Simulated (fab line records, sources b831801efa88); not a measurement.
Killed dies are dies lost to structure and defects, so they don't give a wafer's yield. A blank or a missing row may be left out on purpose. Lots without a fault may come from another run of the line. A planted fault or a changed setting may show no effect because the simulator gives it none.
Chamber matching | flow sky130 | SKY_POLY_GATE_ETCH_17 on rie_si-02: 4 sister chambers
The step etches poly-Si in HBr/Cl2, stops on SiO2, target depth 180 nm, time 70.5 s. 4 wafers are shown with their chamber, then 7 later ones without.

WAFERS WITH THEIR CHAMBER
wafer  | chamber | drypump_motor_current_A (A)
L187.1 | 1       | 5.2
L188.5 | 2       | 5.7
L193.1 | 3       | 5.7
L193.2 | 0       | 5.0

WAFERS WITHOUT THEIR CHAMBER
wafer  | drypump_motor_current_A (A)
L193.5 | 5.7
L206.1 | 5.8
L206.2 | 5.7
L206.3 | 5.2
L208.2 | 5.2
L208.5 | 5.0
L208.6 | 5.7

WHICH CHAMBER EACH WENT THROUGH
wafer  | from the rows above     | in truth
L193.5 | can't be placed: 2 or 3 | 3
L206.1 | can't be placed: 2 or 3 | 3
L206.2 | can't be placed: 2 or 3 | 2
L206.3 | 1                       | 1
L208.2 | 1                       | 1
L208.5 | 0                       | 0
L208.6 | can't be placed: 2 or 3 | 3
Placed correctly: 3 of 7. Can't be placed from these rows: 4 (the true chamber is among the candidates in 4). Placed wrongly: 0.
How it was worked out, from the rows above alone: a wafer's distance from a chamber is the root of the sum, over the readings, of the square of ((its reading less the chamber's mean) divided by the reading's scatter). The wafer belongs to the nearest chamber; if the next one is less than 2 further off, it can't be placed. A chamber's mean is the mean of its shown wafers. The scatter: with one shown wafer a chamber, the root of the mean of the squares of how far each hidden wafer lies from its nearest shown one.
